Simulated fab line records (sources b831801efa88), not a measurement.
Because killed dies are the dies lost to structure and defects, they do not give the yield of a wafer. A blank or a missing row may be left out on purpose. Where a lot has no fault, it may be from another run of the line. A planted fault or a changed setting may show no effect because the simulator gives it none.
One fault through the eyes of 2 desks    flow sky130    each desk has only its own numbers; what lay behind them comes last

== THE METROLOGY DESK ==
What the gauges read for every lot (on any tool): the sampled wafers with a number, averaged. The brackets show how far a lot's mean lies from the usual mean; more than 4 standard deviations puts the lot out of limits, marked OUT.
Columns: A = CONTACT_W_RS at SKY_CONTACT_RS_MEAS_25, usual 0.339 ohm/sq; B = CONTACT_W_THK at SKY_CONTACT_THK_MEAS_26, usual 341 nm
lot   first seen here  A      B
L805  day 31 19:12     0.338  340
L809  day 34 04:53     0.339  338
L814  day 35 09:56     0.335  352
L816  day 35 10:37     0.344  338
L818  day 35 22:52     0.337  344
L819  day 36 06:55     0.342  336
L824  day 37 19:50     0.341  332
Result from this desk: across the 7 lots, nothing is out of limits.

== AT THE TOOL OWNER'S DESK: pvd-sputter-02 ==
The tool's own readings at SKY_METAL1_SPUTTER_03 (material Ti, target thk 5 nm, time 3.3 s): means of the sampled wafers that have a number, for each lot that ran on this tool. The brackets show how far a lot's mean lies from the usual mean; more than 4 standard deviations puts the lot out of limits, marked OUT.
Columns: A = cathode-dc-power-W at SKY_METAL1_SPUTTER_03, usual 2999.9 W; B = throttle-valve-pct at SKY_METAL1_SPUTTER_03, usual 30.1 %
lot   first seen here  A       B
L805  day 31 19:48     2999.8  29.9
L809  day 34 05:46     2999.9  29.7
L816  day 35 11:09     3000.0  30.0
L818  day 35 23:25     3000.3  29.8
L819  day 36 07:28     2999.8  29.6
Result from this desk: across the 5 lots, nothing is out of limits.

== PUT TOGETHER ==
The metrology desk saw nothing out of limits.
Nothing out of limits was seen by the tool owner's desk.

== WHAT HAD BEEN PUT IN BY THE SIMULATOR ==
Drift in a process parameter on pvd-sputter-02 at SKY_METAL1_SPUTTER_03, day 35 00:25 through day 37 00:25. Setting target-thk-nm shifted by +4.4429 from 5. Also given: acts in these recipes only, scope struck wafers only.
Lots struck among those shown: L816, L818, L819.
